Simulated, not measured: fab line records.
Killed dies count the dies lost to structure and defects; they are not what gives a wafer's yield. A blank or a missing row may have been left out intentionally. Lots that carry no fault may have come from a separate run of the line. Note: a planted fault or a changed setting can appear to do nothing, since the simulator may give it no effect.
fab line records	flow sky130
record lots=24	wafers=72	last_day=50
route steps=708 shown FIELD_ISO@3 SONOS_TUNNEL@162 GATE_OXIDE@189 LI_CONTACT@377 VIA1@459 VIA4@641
lots that met no fault: from a run of the same line without faults
start_h: hours from the record's opening day to when the first of the lot's shown wafers began	wait_h: time in hours since the lot's previous step	" repeats the value in the row above	L1.1+2: a single row standing in for several wafers	- no value present, or no start provided	* or withheld: withheld	< > ~ a bound
route shown NAME@n: NAME is a module with steps in the file, n the number in the route of the first one	usual: mean/standard deviation of fault-free wafers	same: alike in all rows	chamber/n: place in a boat	sites: the reading at each site	_std_site: standard deviation of those values	_edge_site: inner sites' mean taken away from outer sites' mean	radius_mm: how far each site lies from the wafer's centre	mask NAME#n: copy n	behind: the tool/chamber that last shaped the wafer	hold: reason for holding the lot/hours on hold/outcome of the hold	device: names the non-switching transistor (n, p or np)	end of line: tests run on the same wafers once the route is complete	step lacking rows: just its recipe	killed: at the first sort, the dies lost to defects and structure; wafer yield is something else	map: a wafer's dies, marking killed ones x, the rest . and places with no die _
set.NAME: the setting the step ran with; set.NAME@STEP: the setting that earlier step ran with	model.NAME: the simulator's own value behind a step, which no gauge read
one table for each step of the route and one row for each wafer, over a sample of lots
services: the hour from which a tool's chamber was out of use, counted from the record's first day as start_h (under 0 if before that day), plus the number of hours and why
## steps
# step SKY_FIELD_ISO_THK_MEAS_02
# recipe reads=SiO2_of_FIELD_ISO_OXIDATION_01
# usual FIELD_ISO_OXIDATION_00_THK=11.92/0.23
lot.wafer	tool	chamber	start_h	wait_h	FIELD_ISO_OXIDATION_00_THK[nm]
L074.2	film_metro-03	-	12.59	0.0	12.12
L074.3	"	-	"	"	12.29
L074.6	"	-	"	"	12.15
L075.1	film_metro-01	-	17.38	0.0	12.06
L075.3	"	-	"	"	11.94
L075.4	"	-	"	"	11.87
L076.2	film_metro-03	-	23.06	0.0	11.93
L076.3	"	-	"	"	12.06
L076.6	"	-	"	"	11.87
L077.3	film_metro-02	-	27.49	0.0	11.85
L077.4	"	-	"	"	11.96
L077.6	"	-	"	"	11.89
L078.1	film_metro-02	-	31.63	0.0	11.69
L078.4	"	-	"	"	11.91
L078.5	"	-	"	"	11.66
L079.1	film_metro-01	-	37.97	0.0	11.84
L079.2	"	-	"	"	11.80
L079.4	"	-	"	"	12.02
L080.1	film_metro-03	-	42.41	0.0	11.99
L080.4	"	-	"	"	11.99
L080.5	"	-	"	"	12.16
L081.1	film_metro-03	-	47.72	0.0	11.67
L081.4	"	-	"	"	11.85
L081.5	"	-	"	"	11.60
L082.2	film_metro-02	-	51.64	0.0	11.87
L082.4	"	-	"	"	11.78
L082.6	"	-	"	"	11.93
L083.2	film_metro-03	-	59.09	0.0	12.07
L083.4	"	-	"	"	12.20
L083.5	"	-	"	"	11.96
L084.3	film_metro-03	-	62.47	0.0	11.34
L084.4	"	-	"	"	11.63
L084.5	"	-	"	"	11.49
L085.1	film_metro-03	-	69.79	0.0	12.23
L085.2	"	-	"	"	12.32
L085.6	"	-	"	"	12.21
L086.1	film_metro-02	-	73.89	0.0	12.08
L086.2	"	-	"	"	12.01
L086.6	"	-	"	"	12.25
L087.1	film_metro-01	-	80.35	0.0	11.41
L087.2	"	-	"	"	11.67
L087.6	"	-	"	"	11.74
L088.1	film_metro-02	-	84.43	0.0	11.83
L088.3	"	-	"	"	11.95
L088.6	"	-	"	"	11.89
L089.3	film_metro-03	-	87.13	0.0	12.05
L089.4	"	-	"	"	11.92
L089.6	"	-	"	"	11.96
L090.2	film_metro-01	-	93.63	0.0	12.36
L090.3	"	-	"	"	12.31
L090.6	"	-	"	"	12.49
L091.1	film_metro-02	-	96.63	0.0	11.74
L091.2	"	-	"	"	11.63
L091.4	"	-	"	"	11.70
L092.1	film_metro-02	-	101.63	0.0	11.77
L092.3	"	-	"	"	11.53
L092.5	"	-	"	"	11.71
L093.2	film_metro-01	-	107.34	0.0	11.71
L093.3	"	-	"	"	11.85
L093.5	"	-	"	"	11.92
L094.1	film_metro-03	-	113.11	0.0	12.05
L094.2	"	-	"	"	11.97
L094.6	"	-	"	"	11.87
L095.2	film_metro-02	-	117.20	0.0	12.17
L095.3	"	-	"	"	12.09
L095.6	"	-	"	"	11.86
L096.2	film_metro-01	-	122.81	0.0	11.97
L096.4	"	-	"	"	11.70
L096.5	"	-	"	"	11.83
L097.2	film_metro-02	-	128.65	0.0	12.15
L097.3	"	-	"	"	12.18
L097.4	"	-	"	"	11.98
# step SKY_SONOS_TUNNEL_OVL_MEAS_08
# usual SONOS_TUNNEL_OVL=0.6/1.2
lot.wafer	tool	chamber	start_h	wait_h	SONOS_TUNNEL_OVL[nm]
L074.2	overlay-01	-	244.56	0.1	-0.5
L074.3	"	-	"	"	0.2
L074.6	"	-	"	"	-0.2
L075.1	overlay-02	-	252.90	0.1	2.7
L075.3	"	-	"	"	2.0
L075.4	"	-	"	"	1.0
L076.2	overlay-01	-	255.81	0.1	1.3
L076.3	"	-	"	"	1.3
L076.6	"	-	"	"	0.2
L077.3	overlay-02	-	266.97	0.1	-0.2
L077.4	"	-	"	"	0.5
L077.6	"	-	"	"	0.4
L078.1	overlay-01	-	278.55	0.1	-1.5
L078.4	"	-	"	"	-1.4
L078.5	"	-	"	"	-1.6
L079.1	overlay-01	-	291.65	0.1	0.5
L079.2	"	-	"	"	0.9
L079.4	"	-	"	"	3.0
L080.1	overlay-02	-	297.00	0.1	-1.1
L080.4	"	-	"	"	-0.7
L080.5	"	-	"	"	-1.2
L081.1	overlay-01	-	308.80	0.1	1.3
L081.4	"	-	"	"	1.7
L081.5	"	-	"	"	2.5
L082.2	overlay-01	-	315.81	0.1	0.3
L082.4	"	-	"	"	0.4
L082.6	"	-	"	"	1.2
L083.2	overlay-02	-	326.41	0.1	1.3
L083.4	"	-	"	"	2.1
L083.5	"	-	"	"	1.9
L084.3	overlay-01	-	328.91	0.1	1.4
L084.4	"	-	"	"	1.3
L084.5	"	-	"	"	-0.6
L085.1	overlay-02	-	339.85	0.1	0.2
L085.2	"	-	"	"	0.5
L085.6	"	-	"	"	-0.2
L086.1	overlay-02	-	346.35	0.1	2.1
L086.2	"	-	"	"	2.3
L086.6	"	-	"	"	-0.5
L087.1	overlay-02	-	348.20	0.1	0.9
L087.2	"	-	"	"	-0.8
L087.6	"	-	"	"	0.1
L088.1	overlay-01	-	356.75	0.1	1.0
L088.3	"	-	"	"	1.2
L088.6	"	-	"	"	2.2
L089.3	overlay-02	-	362.66	0.1	0.6
L089.4	"	-	"	"	-0.5
L089.6	"	-	"	"	-0.3
L090.2	overlay-01	-	372.31	0.1	0.0
L090.3	"	-	"	"	1.4
L090.6	"	-	"	"	0.5
L091.1	overlay-01	-	380.10	0.1	-1.3
L091.2	"	-	"	"	-0.7
L091.4	"	-	"	"	0.5
L092.1	overlay-02	-	386.10	0.1	-0.5
L092.3	"	-	"	"	0.1
L092.5	"	-	"	"	-0.3
L093.2	overlay-02	-	398.14	0.1	1.4
L093.3	"	-	"	"	1.2
L093.5	"	-	"	"	-0.1
L094.1	overlay-02	-	411.95	0.1	2.7
L094.2	"	-	"	"	3.7
L094.6	"	-	"	"	2.0
L095.2	overlay-02	-	413.91	0.1	2.5
L095.3	"	-	"	"	1.7
L095.6	"	-	"	"	-0.7
L096.2	overlay-02	-	416.96	0.1	0.0
L096.4	"	-	"	"	-1.8
L096.5	"	-	"	"	0.0
L097.2	overlay-02	-	431.61	0.1	0.1
L097.3	"	-	"	"	-0.2
L097.4	"	-	"	"	1.3
# step SKY_GATE_OXIDE_THK_MEAS_02
# recipe reads=SiO2_of_GATE_OXIDE_OXIDATION_01
# usual GATE_OXIDE_OXIDATION_00_THK=9.51/0.19
lot.wafer	tool	chamber	start_h	wait_h	GATE_OXIDE_OXIDATION_00_THK[nm]
L074.2	film_metro-04	-	280.56	0.0	9.76
L074.3	"	-	"	"	9.75
L074.6	"	-	"	"	9.60
L075.1	film_metro-02	-	288.65	0.0	9.64
L075.3	"	-	"	"	9.56
L075.4	"	-	"	"	9.73
L076.2	film_metro-03	-	290.07	0.0	9.46
L076.3	"	-	"	"	9.32
L076.6	"	-	"	"	9.19
L077.3	film_metro-03	-	305.41	0.0	9.62
L077.4	"	-	"	"	9.41
L077.6	"	-	"	"	9.36
L078.1	film_metro-04	-	315.23	0.0	9.41
L078.4	"	-	"	"	9.34
L078.5	"	-	"	"	9.37
L079.1	film_metro-04	-	325.33	0.0	9.63
L079.2	"	-	"	"	9.63
L079.4	"	-	"	"	9.68
L080.1	film_metro-02	-	329.68	0.0	9.46
L080.4	"	-	"	"	9.22
L080.5	"	-	"	"	9.33
L081.1	film_metro-04	-	360.51	0.0	9.63
L081.4	"	-	"	"	9.70
L081.5	"	-	"	"	9.62
L082.2	film_metro-03	-	360.52	0.0	9.49
L082.4	"	-	"	"	9.50
L082.6	"	-	"	"	9.58
L083.2	film_metro-04	-	363.16	0.0	9.62
L083.4	"	-	"	"	9.73
L083.5	"	-	"	"	9.67
L084.3	film_metro-03	-	364.58	0.0	9.75
L084.4	"	-	"	"	9.72
L084.5	"	-	"	"	9.67
L085.1	film_metro-02	-	378.53	0.0	9.68
L085.2	"	-	"	"	9.65
L085.6	"	-	"	"	9.48
L086.1	film_metro-02	-	383.32	0.0	9.80
L086.2	"	-	"	"	9.48
L086.6	"	-	"	"	9.80
L087.1	film_metro-02	-	385.78	0.0	9.45
L087.2	"	-	"	"	9.47
L087.6	"	-	"	"	9.30
L088.1	film_metro-04	-	394.56	0.0	9.51
L088.3	"	-	"	"	9.51
L088.6	"	-	"	"	9.53
L089.3	film_metro-04	-	400.15	0.0	9.46
L089.4	"	-	"	"	9.43
L089.6	"	-	"	"	9.55
L090.2	film_metro-03	-	408.35	0.0	9.85
L090.3	"	-	"	"	9.74
L090.6	"	-	"	"	9.62
L091.1	film_metro-03	-	421.26	0.0	9.15
L091.2	"	-	"	"	9.09
L091.4	"	-	"	"	9.05
L092.1	film_metro-04	-	425.68	0.0	9.40
L092.3	"	-	"	"	9.46
L092.5	"	-	"	"	9.45
L093.2	film_metro-03	-	436.07	0.0	9.40
L093.3	"	-	"	"	9.63
L093.5	"	-	"	"	9.66
L094.1	film_metro-02	-	449.46	0.0	9.42
L094.2	"	-	"	"	9.44
L094.6	"	-	"	"	9.30
L095.2	film_metro-04	-	452.82	0.0	9.63
L095.3	"	-	"	"	9.58
L095.6	"	-	"	"	9.58
L096.2	film_metro-04	-	458.33	0.0	9.45
L096.4	"	-	"	"	9.60
L096.5	"	-	"	"	9.38
L097.2	film_metro-04	-	471.48	0.0	9.34
L097.3	"	-	"	"	9.38
L097.4	"	-	"	"	9.19
# step SKY_LI_CONTACT_ETCH_15
# recipe target=PSG	chemistry=C4F8/O2/Ar	stop_on=Si	taper_deg=4.15	mask_material=KrF-thick	source_w=1500	bias_w=1200	pressure_mtorr=40	c4f8_flow_sccm=withheld	O2_flow_sccm=6	Ar_flow_sccm=300	time_s=withheld	target_depth_a=6000
# usual oes_product_au=0.837/0.0048
lot.wafer	tool	chamber	start_h	wait_h	oes_product_au
L074.2	rie_diel-04	3	669.28	0.0	0.846
L074.3	"	2	"	"	0.841
L074.6	"	1	"	"	0.840
L075.1	rie_diel-02	3	682.13	0.0	0.838
L075.3	"	0	"	"	0.842
L075.4	"	1	"	"	0.834
L076.2	rie_diel-04	2	683.23	0.0	0.835
L076.3	"	3	"	"	0.843
L076.6	"	2	"	"	0.843
L077.3	rie_diel-01	0	696.88	0.0	0.829
L077.4	"	3	"	"	0.836
L077.6	"	2	"	"	0.842
L078.1	rie_diel-02	0	703.22	0.0	0.840
L078.4	"	2	"	"	0.835
L078.5	"	2	"	"	0.833
L079.1	rie_diel-01	1	728.23	0.0	0.840
L079.2	"	0	"	"	0.842
L079.4	"	2	"	"	0.836
L080.1	rie_diel-02	2	729.29	0.0	0.842
L080.4	"	1	"	"	0.844
L080.5	"	2	"	"	0.837
L082.2	rie_diel-04	2	758.53	0.0	0.835
L082.4	"	0	"	"	0.836
L082.6	"	3	"	"	0.828
L081.1	rie_diel-02	2	760.43	0.0	0.839
L081.4	"	1	"	"	0.838
L081.5	"	2	"	"	0.831
L084.3	rie_diel-01	0	761.33	0.0	0.839
L084.4	"	0	"	"	0.829
L084.5	"	3	"	"	0.839
L083.2	rie_diel-04	3	761.88	0.0	0.840
L083.4	"	1	"	"	0.832
L083.5	"	2	"	"	0.838
L085.1	rie_diel-04	3	766.68	0.0	0.833
L085.2	"	1	"	"	0.831
L085.6	"	2	"	"	0.843
L086.1	rie_diel-01	2	774.78	0.0	0.831
L086.2	"	0	"	"	0.844
L086.6	"	3	"	"	0.833
L087.1	rie_diel-02	2	779.43	0.0	0.831
L087.2	"	1	"	"	0.834
L087.6	"	1	"	"	0.835
L088.1	rie_diel-02	1	785.13	0.0	0.836
L088.3	"	0	"	"	0.824
L088.6	"	3	"	"	0.830
L089.3	rie_diel-01	3	790.48	0.0	0.844
L089.4	"	0	"	"	0.839
L089.6	"	2	"	"	0.844
L090.2	rie_diel-04	2	791.28	0.0	0.838
L090.3	"	3	"	"	0.837
L090.6	"	2	"	"	0.844
L091.1	rie_diel-04	2	809.73	0.0	0.833
L091.2	"	0	"	"	0.833
L091.4	"	1	"	"	0.836
L092.1	rie_diel-02	2	811.18	0.0	0.840
L092.3	"	0	"	"	0.837
L092.5	"	1	"	"	0.829
L093.2	rie_diel-02	0	820.43	0.0	0.837
L093.3	"	2	"	"	0.837
L093.5	"	2	"	"	0.837
L094.1	rie_diel-01	3	833.18	0.0	0.844
L094.2	"	1	"	"	0.830
L094.6	"	0	"	"	0.846
L095.2	rie_diel-04	2	834.29	0.0	0.837
L095.3	"	3	"	"	0.829
L095.6	"	3	"	"	0.837
L096.2	rie_diel-02	2	836.73	0.0	0.833
L096.4	"	1	"	"	0.839
L096.5	"	3	"	"	0.838
L097.2	rie_diel-02	3	848.58	0.0	0.834
L097.3	"	0	"	"	0.836
L097.4	"	1	"	"	0.832
# step SKY_VIA1_THK_MEAS_01
# recipe reads=SiO2_of_VIA1_HDPCVD_00
# usual VIA1_HDPCVD_THK=1030/12
lot.wafer	tool	chamber	start_h	wait_h	VIA1_HDPCVD_THK[nm]
L074.2	film_metro-04	-	761.00	0.1	1062
L074.3	"	-	"	"	1041
L074.6	"	-	"	"	1028
L075.1	film_metro-01	-	766.63	0.1	1028
L075.3	"	-	"	"	1021
L075.4	"	-	"	"	1039
L076.2	film_metro-01	-	767.34	0.1	1062
L076.3	"	-	"	"	1050
L076.6	"	-	"	"	1036
L077.3	film_metro-02	-	787.54	0.1	1045
L077.4	"	-	"	"	1045
L077.6	"	-	"	"	1048
L078.1	film_metro-04	-	789.94	0.1	1034
L078.4	"	-	"	"	1039
L078.5	"	-	"	"	1049
L079.1	film_metro-01	-	811.92	0.1	1020
L079.2	"	-	"	"	1010
L079.4	"	-	"	"	1017
L080.1	film_metro-01	-	813.47	0.1	1016
L080.4	"	-	"	"	1028
L080.5	"	-	"	"	1022
L082.2	film_metro-01	-	842.60	0.1	1021
L082.4	"	-	"	"	1026
L082.6	"	-	"	"	1012
L081.1	film_metro-02	-	845.18	0.1	1015
L081.4	"	-	"	"	1025
L081.5	"	-	"	"	1029
L084.3	film_metro-01	-	845.73	0.1	1023
L084.4	"	-	"	"	1032
L084.5	"	-	"	"	1021
L083.2	film_metro-01	-	846.49	0.1	1020
L083.4	"	-	"	"	1038
L083.5	"	-	"	"	1029
L085.1	film_metro-01	-	851.88	0.1	1035
L085.2	"	-	"	"	1027
L085.6	"	-	"	"	1031
L086.1	film_metro-04	-	859.20	0.1	1004
L086.2	"	-	"	"	1004
L086.6	"	-	"	"	1023
L087.1	film_metro-01	-	863.13	0.1	1030
L087.2	"	-	"	"	1032
L087.6	"	-	"	"	1014
L088.1	film_metro-01	-	869.06	0.1	1047
L088.3	"	-	"	"	1041
L088.6	"	-	"	"	1042
L089.3	film_metro-01	-	874.70	0.1	1038
L089.4	"	-	"	"	1042
L089.6	"	-	"	"	1023
L090.2	film_metro-04	-	875.19	0.1	1027
L090.3	"	-	"	"	1037
L090.6	"	-	"	"	1011
L091.1	film_metro-02	-	893.49	0.1	1031
L091.2	"	-	"	"	1018
L091.4	"	-	"	"	1040
L092.1	film_metro-01	-	894.14	0.1	1011
L092.3	"	-	"	"	1027
L092.5	"	-	"	"	1017
L093.2	film_metro-04	-	903.34	0.1	1027
L093.3	"	-	"	"	1041
L093.5	"	-	"	"	1034
L094.1	film_metro-02	-	914.63	0.1	1044
L094.2	"	-	"	"	1019
L094.6	"	-	"	"	1046
L095.2	film_metro-01	-	916.29	0.1	1025
L095.3	"	-	"	"	1027
L095.6	"	-	"	"	1023
L096.2	film_metro-01	-	918.75	0.1	1044
L096.4	"	-	"	"	1047
L096.5	"	-	"	"	1037
L097.2	film_metro-01	-	931.24	0.1	1018
L097.3	"	-	"	"	1021
L097.4	"	-	"	"	1007
# step SKY_VIA4_CMP_02
# recipe material=SiO2	down_force_psi=4	platen_rpm=60	pad_velocity_m_s=0.94248
# usual motor_current_A=11.9/1.1
lot.wafer	tool	chamber	start_h	wait_h	motor_current_A
L074.3	cmp-01	3	977.09	0.0	12.5
L074.2	"	2	"	"	13.2
L074.6	"	3	"	"	12.6
L075.3	cmp-02	3	981.26	0.0	11.6
L075.1	"	0	"	"	12.5
L075.4	"	1	"	"	10.1
L076.2	cmp-01	0	983.12	0.1	12.7
L076.3	"	2	"	"	13.1
L076.6	"	3	"	"	12.7
L077.3	cmp-01	1	999.83	0.1	10.6
L077.4	"	2	"	"	13.2
L077.6	"	0	"	"	11.8
L078.4	cmp-02	3	1001.52	0.1	11.5
L078.1	"	1	"	"	10.2
L078.5	"	3	"	"	12.0
L079.4	cmp-02	2	1020.35	0.0	13.3
L079.2	"	0	"	"	11.7
L079.1	"	1	"	"	9.9
L080.4	cmp-01	2	1022.41	0.1	12.5
L080.1	"	0	"	"	12.8
L080.5	"	1	"	"	10.6
L082.4	cmp-01	3	1048.55	0.0	12.4
L082.2	"	0	"	"	12.5
L082.6	"	0	"	"	12.3
L081.1	cmp-01	0	1050.46	0.1	11.8
L081.4	"	3	"	"	12.3
L081.5	"	0	"	"	12.9
L084.4	cmp-02	1	1051.25	0.1	9.6
L084.3	"	3	"	"	11.4
L084.5	"	1	"	"	10.2
L083.4	cmp-01	2	1051.50	0.1	13.5
L083.2	"	0	"	"	12.3
L083.5	"	1	"	"	10.8
L085.2	cmp-01	3	1056.20	0.0	12.2
L085.1	"	0	"	"	12.4
L085.6	"	3	"	"	12.7
L086.2	cmp-01	2	1061.35	0.0	12.8
L086.1	"	3	"	"	12.7
L086.6	"	2	"	"	13.4
L087.1	cmp-02	3	1064.15	0.1	11.2
L087.2	"	0	"	"	11.7
L087.6	"	2	"	"	13.0
L088.3	cmp-02	2	1069.90	0.1	13.5
L088.1	"	3	"	"	11.7
L088.6	"	1	"	"	9.4
L089.3	cmp-02	3	1075.03	0.1	10.9
L089.4	"	1	"	"	10.1
L089.6	"	0	"	"	12.3
L090.3	cmp-01	2	1076.81	0.1	12.8
L090.2	"	3	"	"	12.3
L090.6	"	0	"	"	12.3
L091.4	cmp-01	2	1088.55	0.0	13.2
L091.1	"	0	"	"	11.9
L091.2	"	1	"	"	10.3
L092.1	cmp-02	0	1089.58	0.1	11.6
L092.3	"	3	"	"	10.9
L092.5	"	0	"	"	11.9
L093.3	cmp-02	2	1098.30	0.1	13.1
L093.2	"	3	"	"	11.1
L093.5	"	2	"	"	13.3
L094.2	cmp-02	2	1104.40	0.1	12.2
L094.1	"	0	"	"	12.2
L094.6	"	1	"	"	9.2
L095.2	cmp-01	2	1107.66	0.1	13.2
L095.3	"	3	"	"	12.2
L095.6	"	2	"	"	13.5
L096.4	cmp-01	0	1109.75	0.1	12.7
L096.2	"	1	"	"	10.9
L096.5	"	3	"	"	12.4
L097.3	cmp-01	1	1121.25	0.0	10.7
L097.2	"	2	"	"	13.8
L097.4	"	3	"	"	12.3
## services
tool	chamber	start_h	hours	kind
cmp-01	-	646.27	1.9	repair
cmp-02	-	653.87	1.3	repair
rie_diel-02	1	692.01	12.0	repair
cmp-01	-	693.93	1.2	repair
rie_diel-02	3	701.85	50.4	repair
rie_diel-02	1	710.34	8.5	repair
cmp-01	-	741.27	0.9	repair
cmp-02	-	745.19	4.0	pm
cmp-02	-	749.19	4.9	pm
cmp-02	-	782.13	4.4	pm
rie_diel-02	3	786.52	13.1	repair
cmp-01	-	791.48	5.0	pm
rie_diel-02	-	834.57	1.9	repair
rie_diel-02	-	837.47	0.1	repair
cmp-01	-	849.10	1.8	repair
cmp-01	-	857.33	1.6	repair
cmp-01	-	871.04	6.6	repair
cmp-01	-	877.62	3.4	pm
cmp-02	-	878.64	1.2	repair
cmp-02	-	905.90	2.2	repair
cmp-01	-	912.00	4.0	pm
cmp-02	-	918.62	0.7	repair
cmp-01	-	976.38	0.4	repair
cmp-01	-	990.66	0.4	repair
## key
fault none
